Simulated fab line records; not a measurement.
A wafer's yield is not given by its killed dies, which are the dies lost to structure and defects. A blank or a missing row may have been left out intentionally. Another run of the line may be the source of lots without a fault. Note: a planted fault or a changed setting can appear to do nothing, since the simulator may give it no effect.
Check of tool commonality -- flow gf180mcu -- Lots sampled 11, wafers sampled 33

== WHAT PROMPTED THE OPENING ==
At GF_STI_THK_MEAS_04 the reading STI_CVD_03_THK is flagged on 3 of 11 lots. Wafers without a fault read 207.3 nm, standard deviation 2.
Rule: a lot is flagged when every wafer of it that has a number lies more than 4 standard deviations from that mean, or none has a number. As for the other lots, they are considered sound.

lot,measured,on,"STI_CVD_03_THK (nm), wafer by wafer",flag
L493,day 1 18:45,film_metro-04,203.8 204.2 204.9,
L492,day 1 18:46,film_metro-02,206.4 205.3 207.0,
L494,day 2 01:21,film_metro-02,206.2 207.5 205.3,
L495,day 2 04:34,film_metro-02,209.0 210.5 210.5,
L497,day 2 14:35,film_metro-02,205.5 206.3 206.2,
L502,day 3 22:00,film_metro-03,111.2 110.6 109.8,FLAGGED
L503,day 3 22:01,film_metro-04,113.6 110.9 113.1,FLAGGED
L505,day 4 09:43,film_metro-02,107.5 107.3 107.6,FLAGGED
L507,day 4 16:49,film_metro-03,208.5 206.7 209.0,
L510,day 5 07:45,film_metro-04,204.1 204.6 203.0,
L515,day 6 13:01,film_metro-04,207.3 205.4 204.7,
On average the flagged lots' numbers are 110.2 nm, which is -97.1 nm against the usual, or -49 standard deviations.

== TOOL THAT RAN EACH LOT ==
The record holds 1 process step before the reading, out of a route of 602 steps. Each cell gives the tool, then ch followed by the chambers the sampled wafers passed through, then the start.
lot,flag,GF_STI_CVD_03
L493,,"lpcvd-01 ch 1, day 1 16:46"
L492,,"lpcvd-01 ch 1, day 1 16:46"
L494,,"lpcvd-02 ch 0, day 1 23:22"
L495,,"lpcvd-02 ch 1, day 2 02:34"
L497,,"lpcvd-01 ch 1, day 2 12:34"
L502,FLAGGED,"lpcvd-02 ch 0, day 3 20:01"
L503,FLAGGED,"lpcvd-02 ch 0, day 3 20:01"
L505,FLAGGED,"lpcvd-02 ch 0, day 4 07:44"
L507,,"lpcvd-01 ch 1, day 4 14:49"
L510,,"lpcvd-01 ch 1, day 5 05:44"
L515,,"lpcvd-01 ch 1, day 6 11:02"
What these steps do:
- GF_STI_CVD_03: deposits Si3N4 from DCS/NH3, target thk 207.16 nm, time 3551 s.
- GF_STI_THK_MEAS_04

== FLAGGED OVER TOTAL, TOOL BY TOOL (the gauges that took the reading come last) ==
step,tool,lots run,flagged,share of the flagged lots,sound lots run after its first flagged lot
GF_STI_CVD_03,lpcvd-01,6,0,none,-
GF_STI_CVD_03,lpcvd-02,5,3,all,0
GF_STI_THK_MEAS_04,film_metro-02,5,1,some,0
GF_STI_THK_MEAS_04,film_metro-03,2,1,some,1 (L507)
GF_STI_THK_MEAS_04,film_metro-04,4,1,some,"2 (L510,L515)"

== WHAT THE TABLE PERMITS ==
Rows of the table that ran each flagged lot: 1, that is lpcvd-02 at GF_STI_CVD_03.
- lpcvd-02 at GF_STI_CVD_03 ran 5 lots, 3 of them flagged. A fault beginning between L495 (day 2 02:34), its last sound lot, and L502 (day 3 20:01), its first flagged one, fits the data.
Left over: one tool, lpcvd-02 at GF_STI_CVD_03.

== WHAT THE SIMULATOR HAD PUT IN ==
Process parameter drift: lpcvd-02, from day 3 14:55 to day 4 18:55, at GF_STI_CVD_03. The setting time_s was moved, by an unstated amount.
Lots struck among those shown: L502, L503, L505. The rule above found the same.
